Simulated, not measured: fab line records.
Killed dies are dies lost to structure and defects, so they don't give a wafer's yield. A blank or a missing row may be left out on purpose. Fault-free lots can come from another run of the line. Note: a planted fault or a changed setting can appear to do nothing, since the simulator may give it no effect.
A struck lot beside a sound one + flow sfq line + 13 out of 325 route steps
Sound: wafers L371.1, L371.2, L371.3. Struck: wafer L388.2 (left out: L388.3, L388.4 of the same lot, which were not struck); the cause appears at the end.
For every step that has rows: the tool of each side, followed by ch and its chambers, followed by its first start. Under that, the readings that differ: sound wafers + struck wafers + difference of the means + sigmas: that difference in standard deviations of wafers without a fault.
alike: readings whose means differ by less than 2 such deviations, and words and numbers that are the same on both sides. not compared: withheld readings, readings that some wafer has no value for, bounds like >300 that may hide the same value, and numbers for which the record gives no deviation and whose values overlap.
Wherever a step has rows on one side only, a row that says differs or no value, or a row with sigmas, the two part there. When numbers do not overlap yet have no deviation, they are printed without sigmas and do not part them. A reading that every wafer of one side lacks parts them only if that side has two wafers or more.

first, 2 steps without rows for these wafers: SFQ_TRILAYER_C5_STRIP_SOLV_CLEAN_156 (cleans in NMP, time 600 s); SFQ_TRILAYER_M6_DEP_PRE_CLEAN_158 (time 22.5 s).
SFQ_TRILAYER_M6_DEP_SPUTTER_157: material Nb, target thk 200 nm, time 133.3 s.
  struck on pvd sputter-03, day 79 09:05; sound on pvd sputter-03, day 74 04:35
  alike: cathode dc power W, throttle valve pct
SFQ_M6_RS_MEAS_938: a four-point-probe measurement.
  struck on film metro-01, day 79 09:11; sound on film metro-02, day 74 04:41
  alike: M6_NB_RS
then, 6 steps without rows for these wafers: SFQ_TRILAYER_M6_LITHO_COAT_164 (resist thk 62 nm); SFQ_TRILAYER_M6_LITHO_COAT_159 (resist thk 600 nm); SFQ_TRILAYER_M6_LITHO_SOFTBAKE_163; SFQ_TRILAYER_M6_LITHO_EXPOSE_160 (exposes mask M6, target cd 500 nm); SFQ_TRILAYER_M6_LITHO_PEB_162 (peb time 60 s); SFQ_TRILAYER_M6_LITHO_DEVELOP_161 (time 60 s).
SFQ_M6_OVL_MEAS_940:
  struck on overlay-02, day 80 03:34; sound on overlay-02, day 74 07:07
  alike: M6_OVL
SFQ_TRILAYER_M6_BARC_OPEN_METAL_ETCH_206: etches BARC in O2, target depth 125 nm, time 41.7 s.
  sound on rie metal-01 ch 0,1, day 74 07:09; struck on rie metal-03 ch 1, day 80 03:36
| reading                                             | sound             | struck | difference | sigmas |
|-----------------------------------------------------|-------------------|--------|------------|--------|
| oes product au (a.u.)                               | 0.685 0.689 0.690 | 0.725  | +0.037     | +8     |
| run length s (s)                                    | 70.2 69.8 70.3    | 67.2   | -2.9       | -4     |
| model.KrF_of_TRILAYER_M6_LITHO_COAT_159.thk nm (nm) | 522.5 523.3 521.3 | 525.8  | +3.4       |        |
  alike: drypump motor current A
  not compared: rf fwd power W, rf hours counter h
SFQ_TRILAYER_M6_ETCH_METAL_ETCH_162: etches Nb in Cl2/Ar, stops on SiO2, target depth 240 nm, time 120 s.
  sound on rie metal-01 ch 0,1, day 74 07:13; struck on rie metal-03 ch 1, day 80 03:40
  alike: drypump motor current A, oes product au, rf fwd power W, run length s
  not compared: rf hours counter h

WHERE THEY PART
Within this record, at SFQ_TRILAYER_M6_BARC_OPEN_METAL_ETCH_206 only. Later steps at which nothing parts them and some readings are alike: SFQ_TRILAYER_M6_ETCH_METAL_ETCH_162.

WHY: the cause the simulator had injected
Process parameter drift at SFQ_TRILAYER_M6_BARC_OPEN_METAL_ETCH_206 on rie metal-03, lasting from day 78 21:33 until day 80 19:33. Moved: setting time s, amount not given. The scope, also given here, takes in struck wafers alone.
